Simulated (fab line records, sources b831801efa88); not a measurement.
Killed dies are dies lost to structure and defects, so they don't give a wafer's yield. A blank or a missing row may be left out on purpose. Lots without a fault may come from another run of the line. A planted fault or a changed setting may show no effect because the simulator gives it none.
fab line records | flow sky130
record lots=13 wafers=39 last_day=50
route steps=708 shown VT_ADJUST_HVTP@92 VT_ADJUST_LVTN@115 SONOS_TUNNEL@162 PAD_OPEN@708
lots that met no fault: from a run of the same line without faults
start_h: hours from the record's first day to the start of the lot's first wafer shown | wait_h: hours since the lot's step before | " the same as in the row above | L1.1+2: a row that stands for several wafers | - no value, or no start given | * or withheld: withheld | < > ~ a bound
route shown NAME@n: a module of which the file shows steps, and the number in the route of the first | usual: mean/standard deviation of fault-free wafers | same: alike in all rows | chamber/n: place in a boat | sites: the reading at each site | _std_site: their standard deviation | _edge_site: outer sites' mean less inner sites' | radius_mm: how far each site lies from the wafer's centre | mask NAME#n: copy n | behind: the tool/chamber that last shaped the wafer | hold: why the lot was held/for how many hours/how that ended | device: the transistor (n, p or np) that didn't switch | end of line: the same wafers' tests at the end of the route | a step without rows: its recipe alone | killed: dies lost to structure and defects at the first sort, not the wafer's yield | map: a wafer's dies, x killed, . not, _ none there
set.NAME: the setting as run; set.NAME@STEP: as run at that earlier step | model.NAME: the simulator's own value behind a step, which no gauge read
steps of the route over a sample of lots; a table a step, a row a wafer
services: from which hour (start_h, from the record's first day; less than 0 if before it) a tool's chamber was out of use, for how many hours, and why
## steps
# step SKY_VT_ADJUST_HVTP_CD_MEAS_07
# recipe target_cd_nm=380
# usual cd_nm=379.9/2.6
# columns lot.wafer tool chamber start_h wait_h cd_nm
L209.1 cd_sem-01 - 125.09 0.1 376.8
L209.3 " - " " 377.5
L209.6 " - " " 377.7
L210.1 cd_sem-02 - 130.87 0.1 383.2
L210.4 " - " " 382.4
L210.5 " - " " 383.9
L212.4 cd_sem-01 - 147.92 0.1 377.6
L212.5 " - " " 379.7
L212.6 " - " " 380.0
L213.1 cd_sem-02 - 148.19 0.1 379.6
L213.3 " - " " 378.2
L213.6 " - " " 377.8
L214.1 cd_sem-01 - 163.92 0.1 378.1
L214.3 " - " " 375.4
L214.5 " - " " 376.3
L217.1 cd_sem-01 - 177.01 0.1 378.5
L217.3 " - " " 377.0
L217.6 " - " " 378.6
L218.2 cd_sem-01 - 183.33 0.1 381.8
L218.3 " - " " 380.7
L218.4 " - " " 382.9
L222.1 cd_sem-02 - 204.91 0.1 380.0
L222.3 " - " " 379.4
L222.4 " - " " 381.3
L223.4 cd_sem-02 - 209.95 0.1 376.7
L223.5 " - " " 379.6
L223.6 " - " " 376.7
L224.1 cd_sem-02 - 219.22 0.1 380.0
L224.2 " - " " 380.8
L224.4 " - " " 380.3
L227.2 cd_sem-01 - 236.64 0.1 381.8
L227.3 " - " " 379.5
L227.4 " - " " 383.0
L229.1 cd_sem-02 - 247.57 0.1 382.6
L229.4 " - " " 380.7
L229.5 " - " " 381.7
L232.4 cd_sem-01 - 268.85 0.1 377.3
L232.5 " - " " 379.0
L232.6 " - " " 377.7
# step SKY_VT_ADJUST_LVTN_OVL_MEAS_18
# usual VT_ADJUST_LVTN_01_OVL=0.3/1.2
# columns lot.wafer tool chamber start_h wait_h VT_ADJUST_LVTN_01_OVL[nm]
L209.1 overlay-02 - 165.69 0.1 0.7
L209.3 " - " " 0.2
L209.6 " - " " -0.2
L210.1 overlay-01 - 171.27 0.1 1.5
L210.4 " - " " 2.8
L210.5 " - " " 2.3
L212.4 overlay-01 - 189.74 0.1 1.0
L212.5 " - " " 1.5
L212.6 " - " " 0.0
L213.1 overlay-01 - 190.30 0.1 0.5
L213.3 " - " " 0.3
L213.6 " - " " 0.2
L214.1 overlay-01 - 206.87 0.1 -2.2
L214.3 " - " " 2.1
L214.5 " - " " -0.6
L217.1 overlay-02 - 220.72 0.1 3.8
L217.3 " - " " 1.3
L217.6 " - " " 1.8
L218.2 overlay-02 - 228.34 0.1 -0.2
L218.3 " - " " -0.5
L218.4 " - " " -1.0
L222.1 overlay-01 - 250.64 0.1 -0.9
L222.3 " - " " -0.6
L222.4 " - " " -0.8
L223.4 overlay-01 - 257.02 0.1 0.8
L223.5 " - " " 1.0
L223.6 " - " " 1.1
L224.1 overlay-01 - 266.69 0.1 -1.8
L224.2 " - " " -1.4
L224.4 " - " " -0.6
L227.2 overlay-01 - 285.51 0.1 1.2
L227.3 " - " " -0.3
L227.4 " - " " -0.8
L229.1 overlay-01 - 296.47 0.1 -0.6
L229.4 " - " " -1.2
L229.5 " - " " -0.6
L232.4 overlay-02 - 319.70 0.1 -1.5
L232.5 " - " " 0.6
L232.6 " - " " 1.2
# step SKY_SONOS_TUNNEL_OVL_MEAS_08
# usual SONOS_TUNNEL_OVL=0.5/1.3
# columns lot.wafer tool chamber start_h wait_h SONOS_TUNNEL_OVL[nm]
L209.1 overlay-02 - 254.14 0.1 0.6
L209.3 " - " " 2.1
L209.6 " - " " -0.7
L210.1 overlay-01 - 261.01 0.1 0.2
L210.4 " - " " 1.3
L210.5 " - " " 0.7
L212.4 overlay-02 - 282.49 0.1 -1.4
L212.5 " - " " -2.0
L212.6 " - " " -0.3
L213.1 overlay-01 - 284.99 0.1 0.7
L213.3 " - " " 0.8
L213.6 " - " " 1.0
L214.1 overlay-02 - 301.22 0.1 2.1
L214.3 " - " " 1.1
L214.5 " - " " 1.1
L217.1 overlay-01 - 318.17 0.1 0.0
L217.3 " - " " 0.5
L217.6 " - " " 0.6
L218.2 overlay-02 - 326.15 0.1 2.0
L218.3 " - " " 0.1
L218.4 " - " " 1.0
L222.1 overlay-01 - 353.47 0.1 0.3
L222.3 " - " " -0.3
L222.4 " - " " 1.8
L223.4 overlay-01 - 358.62 0.1 2.1
L223.5 " - " " 0.9
L223.6 " - " " 0.0
L224.1 overlay-01 - 370.47 0.1 1.6
L224.2 " - " " 4.4
L224.4 " - " " 2.8
L227.2 overlay-02 - 392.15 0.1 -0.6
L227.3 " - " " 0.7
L227.4 " - " " 1.4
L229.1 overlay-02 - 406.44 0.1 -2.8
L229.4 " - " " 1.4
L229.5 " - " " -1.6
L232.4 overlay-02 - 433.32 0.1 0.8
L232.5 " - " " -1.5
L232.6 " - " " -1.5
# step SKY_SONOS_TUNNEL_IMPLANT_09
# recipe species=B energy_kev=20 dose_cm2=1e+12 tilt_deg=withheld
# usual beam_energy_keV=19.999/0.0065 beam_on_s=10.02/0.2 faraday_current_uA=5.63/0.11
# columns lot.wafer tool chamber start_h wait_h beam_energy_keV beam_on_s faraday_current_uA
L209.1 implanter-04 0 254.18 0.0 19.998 10.24 5.52
L209.3 " 0 " " 19.999 9.91 5.68
L209.6 " 0 " " 19.977 10.14 5.59
L210.1 implanter-04 0 261.04 0.0 19.997 10.33 5.44
L210.4 " 0 " " 19.998 10.08 5.58
L210.5 " 0 " " 19.999 10.01 5.65
L212.4 implanter-01 0 282.58 0.1 19.995 10.28 5.45
L212.5 " 0 " " 20.001 10.24 5.54
L212.6 " 0 " " 19.992 10.08 5.59
L213.1 implanter-01 0 285.03 0.0 19.999 10.26 5.49
L213.3 " 0 " " 20.000 9.72 5.81
L213.6 " 0 " " 19.997 9.94 5.71
L214.1 implanter-03 0 301.26 0.0 19.995 9.75 5.76
L214.3 " 0 " " 19.992 10.23 5.52
L214.5 " 0 " " 19.984 9.98 5.64
L217.1 implanter-03 0 318.21 0.0 19.990 10.13 5.58
L217.3 " 0 " " 20.003 9.65 5.82
L217.6 " 0 " " 19.992 9.92 5.67
L218.2 implanter-04 0 326.21 0.0 19.997 9.87 5.72
L218.3 " 0 " " 20.002 9.97 5.62
L218.4 " 0 " " 19.993 9.81 5.74
L222.1 implanter-01 0 353.51 0.0 20.005 8.44 6.69
L222.3 " 0 " " 20.001 8.32 6.80
L222.4 " 0 " " 19.993 8.45 6.69
L223.4 implanter-01 0 358.72 0.1 20.011 8.42 6.72
L223.5 " 0 " " 20.010 8.45 6.68
L223.6 " 0 " " 20.007 8.33 6.74
L224.1 implanter-01 0 370.51 0.0 20.005 8.25 6.83
L224.2 " 0 " " 20.008 8.75 6.46
L224.4 " 0 " " 20.009 8.19 6.86
L227.2 implanter-03 0 392.23 0.1 19.998 9.93 5.68
L227.3 " 0 " " 20.002 9.90 5.67
L227.4 " 0 " " 20.005 10.12 5.58
L229.1 implanter-03 0 406.48 0.0 20.000 9.85 5.74
L229.4 " 0 " " 20.003 10.08 5.62
L229.5 " 0 " " 20.003 10.16 5.53
L232.4 implanter-01 0 433.42 0.1 20.004 10.62 5.28
L232.5 " 0 " " 19.997 10.12 5.56
L232.6 " 0 " " 20.014 10.40 5.43
# step SKY_SONOS_TUNNEL_TW_MEAS_12
# usual SONOS_TUNNEL_TW=199.0/1.2
# columns lot.wafer tool chamber start_h wait_h SONOS_TUNNEL_TW
L209.1 film_metro-04 - 254.59 0.0 200.5
L209.3 " - " " 200.4
L209.6 " - " " 199.0
L210.1 film_metro-02 - 261.45 0.0 197.4
L210.4 " - " " 198.5
L210.5 " - " " 198.9
L212.4 film_metro-04 - 282.97 0.0 199.7
L212.5 " - " " 198.8
L212.6 " - " " 199.4
L213.1 film_metro-04 - 285.45 0.0 198.5
L213.3 " - " " 199.6
L213.6 " - " " 198.8
L214.1 film_metro-02 - 301.67 0.0 200.4
L214.3 " - " " 199.9
L214.5 " - " " 199.8
L217.1 film_metro-02 - 318.69 0.0 198.8
L217.3 " - " " 199.7
L217.6 " - " " 201.0
L218.2 film_metro-04 - 326.61 0.0 199.6
L218.3 " - " " 199.8
L218.4 " - " " 199.2
L222.1 film_metro-02 - 353.94 0.0 191.1
L222.3 " - " " 190.9
L222.4 " - " " 190.0
L223.4 film_metro-02 - 359.10 0.0 190.3
L223.5 " - " " 189.9
L223.6 " - " " 190.1
L224.1 film_metro-03 - 370.93 0.0 188.4
L224.2 " - " " 188.4
L224.4 " - " " 189.1
L227.2 film_metro-04 - 392.76 0.0 200.9
L227.3 " - " " 199.0
L227.4 " - " " 199.6
L229.1 film_metro-03 - 406.89 0.0 195.3
L229.4 " - " " 195.0
L229.5 " - " " 196.1
L232.4 film_metro-03 - 433.82 0.0 197.6
L232.5 " - " " 196.7
L232.6 " - " " 197.7
# step SKY_PAD_OPEN_PROBE_99
# usual killed_at_M0_to_M3=44/6.8 killed_at_M4_up=2.9/1.7 killed_at_contacts=24/5.2 killed_at_front_end=15/4 killed_at_other=0.2/0.44 killed_dies=86/9.9 killed_open=47/7.9 killed_short=39/6.3
# same gross_dies=492 killed_at_back_side=0
# columns lot.wafer tool chamber start_h wait_h killed_at_M0_to_M3 killed_at_M4_up killed_at_contacts killed_at_front_end killed_at_other killed_dies killed_open killed_short
L223.4 prober-01 - 1159.91 0.2 39 3 15 13 0 70 40 29
L223.5 prober-01 - 1159.96 0.2 40 1 31 8 0 80 51 29
L223.6 prober-01 - 1160.01 0.2 44 1 25 20 0 90 60 30
# killed by level:class
L223.4 VIA1:geometric_particle:open=11 CONTACT:geometric_particle:open=8 VIA3:geometric_particle:open=7 VIA3:geometric_particle:short=5 METAL1:geometric_particle:short=4 FIELD_ISO:geometric_particle:short=3 POLY_GATE:geometric_particle:short=3 LI_CONTACT:geometric_particle:open=3
L223.5 LI_CONTACT:geometric_particle:open=12 CONTACT:geometric_particle:open=8 VIA1:geometric_particle:open=8 VIA2:geometric_particle:open=7 METAL2:geometric_particle:short=6 METAL1:geometric_particle:open=5 LOCAL_INTERCONNECT:geometric_particle:short=4 VIA3:geometric_particle:open=4
L223.6 CONTACT:geometric_particle:open=12 VIA1:geometric_particle:open=11 LI_CONTACT:geometric_particle:open=7 VIA2:geometric_particle:open=7 METAL2:geometric_particle:short=7 POLY_GATE:geometric_particle:open=6 FIELD_ISO:geometric_particle:open=4 VIA1:geometric_particle:short=4
## services
# columns tool chamber start_h hours kind
implanter-03 - 263.88 5.2 repair
implanter-03 - 280.66 4.7 repair
implanter-04 - 300.17 2.1 repair
implanter-04 - 364.72 8.5 repair
implanter-03 - 378.43 1.5 repair
implanter-04 - 407.37 2.8 repair
implanter-01 - 409.86 3.3 repair
implanter-04 - 427.66 2.7 repair
## key
first_sign step=SKY_SONOS_TUNNEL_IMPLANT_09 reading=faraday_current_uA direction=up sigmas=9.6 usual=5.63 struck=6.72
effect step=SKY_SONOS_TUNNEL_IMPLANT_09 reading=beam_on_s direction=down sigmas=7.9 usual=10.02 struck=8.40
effect step=SKY_SONOS_TUNNEL_TW_MEAS_12 reading=SONOS_TUNNEL_TW direction=down sigmas=7.5 usual=199.0 struck=189.8
met_at SKY_SONOS_TUNNEL_IMPLANT_09
struck_lots L222,L223,L224
tester_left_out L222,L223,L224
not_acting_at SKY_VT_ADJUST_HVTP_CD_MEAS_07,SKY_VT_ADJUST_LVTN_OVL_MEAS_18,SKY_SONOS_TUNNEL_OVL_MEAS_08
onset_between 285.03 353.51
fault kind=process_parameter_drift tool=implanter-01 chamber=- onset_h=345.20 steps=SKY_SONOS_TUNNEL_IMPLANT_09 channel=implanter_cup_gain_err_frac offset=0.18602 shape=step end_h=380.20
# tester_left_out: of these lots the tester's yield and bins aren't shown, on N5 and GAA mostly nor the transistor test; their killed dies are dies lost to structure and defects alone, not to doping, threshold or leakage, so they don't give the yield
